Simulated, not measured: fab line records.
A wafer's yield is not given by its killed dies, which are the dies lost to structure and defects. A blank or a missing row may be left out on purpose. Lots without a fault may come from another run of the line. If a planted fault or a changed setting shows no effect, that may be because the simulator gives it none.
A struck lot beside a sound one -- flow sfq line -- 14 steps out of a route of 325
Sound: these wafers, L274.1, L274.2, L274.5. Struck: wafer L285.5 (left out: L285.1, L285.3 of the same lot, which were not struck); the cause appears at the end.
For every step that has rows: the tool of each side, followed by ch and its chambers, followed by its first start. Under that, the readings that differ: sound wafers -- struck wafers -- difference of the means -- sigmas: that difference in standard deviations of wafers without a fault.
alike: readings whose means differ by less than 2 such deviations, and words and numbers that are the same on both sides. not compared: withheld readings, readings that some wafer has no value for, bounds like >300 that may hide the same value, and numbers for which the record gives no deviation and whose values overlap.
Wherever a step has rows on one side only, a row that says differs or no value, or a row with sigmas, the two part there. Numbers that don't overlap but have no deviation are shown without sigmas and don't part them. A reading that every wafer of one side lacks parts them only if that side has two wafers or more.

SFQ_INCOMING_BOW_MEAS_900:
  struck on film metro-01, day 4 13:00; sound on film metro-01, day 2 06:00
  alike: INCOMING_BOW
then, 1 step without rows for these wafers: SFQ_TRILAYER_INCOMING_OXIDATION_002 (target thk 500 nm, ox time 4939 s).
SFQ_TRILAYER_L0_DEP_SPUTTER_003: material MoNx KI, target thk 40 nm, time 100 s.
  struck on pvd sputter-04, day 4 15:29; sound on pvd sputter-04, day 2 08:29
reading,sound,struck,difference,sigmas
throttle valve pct (%),28.6 29.3 28.9,32.6,+3.7,+3
SFQ_L0_RS_MEAS_901: the measuring method here is four-point-probe.
  struck on film metro-02, day 4 15:34; sound on film metro-01, day 2 08:34
  alike: L0_MONX_KI_RS
SFQ_L0_THK_MEAS_902: measures by xrf.
  struck on film metro-02, day 4 15:41; sound on film metro-01, day 2 08:41
  alike: L0_MONX_KI_THK
then, 6 steps without rows for these wafers: SFQ_TRILAYER_L0_LITHO_COAT_010 (resist thk 62 nm); SFQ_TRILAYER_L0_LITHO_COAT_005 (resist thk 600 nm); SFQ_TRILAYER_L0_LITHO_SOFTBAKE_009; SFQ_TRILAYER_L0_LITHO_EXPOSE_006 (exposes mask L0, target cd 2000 nm); SFQ_TRILAYER_L0_LITHO_PEB_008 (peb time 60 s); SFQ_TRILAYER_L0_LITHO_DEVELOP_007 (time 60 s).
-- the record jumps here: 4 days lie between the struck wafers' starts before and after --
SFQ_TRILAYER_L0_BARC_OPEN_METAL_ETCH_010: etches BARC in O2, target depth 125 nm, time 41.7 s.
  sound on rie metal-04 ch 0, day 5 22:00; struck on rie metal-04 ch 0, day 8 04:08
  alike: drypump motor current A, oes product au, rf fwd power W
  not compared: rf hours counter h
SFQ_TRILAYER_L0_ETCH_METAL_ETCH_008: etches MoNx KI in SF6/O2, stops on SiO2, target depth 50 nm, time 25 s.
  sound on rie metal-04 ch 0, day 5 22:07; struck on rie metal-04 ch 0, day 8 04:11
reading,sound,struck,difference,sigmas
rf fwd power W (W),593.9 596.4 593.2,498.3,-96.2,-38
model.KrF_of_TRILAYER_L0_LITHO_COAT_005.thk nm (nm),479.3 480.7 480.8,483,+3,
  alike: drypump motor current A, oes product au
  not compared: rf hours counter h
SFQ_TRILAYER_L0_STRIP_STRIP_009: strips in O2.
  sound on rie metal-04 ch 0, day 5 22:13; struck on rie metal-04 ch 0, day 8 04:14
  alike: drypump motor current A, oes product au
  not compared: rf hours counter h

WHERE THEY PART
Last at SFQ_TRILAYER_L0_ETCH_METAL_ETCH_008 as far as this record goes, first at SFQ_TRILAYER_L0_DEP_SPUTTER_003. Later steps at which nothing parts them and some readings are alike: SFQ_TRILAYER_L0_STRIP_STRIP_009.

WHY: the cause the simulator had injected
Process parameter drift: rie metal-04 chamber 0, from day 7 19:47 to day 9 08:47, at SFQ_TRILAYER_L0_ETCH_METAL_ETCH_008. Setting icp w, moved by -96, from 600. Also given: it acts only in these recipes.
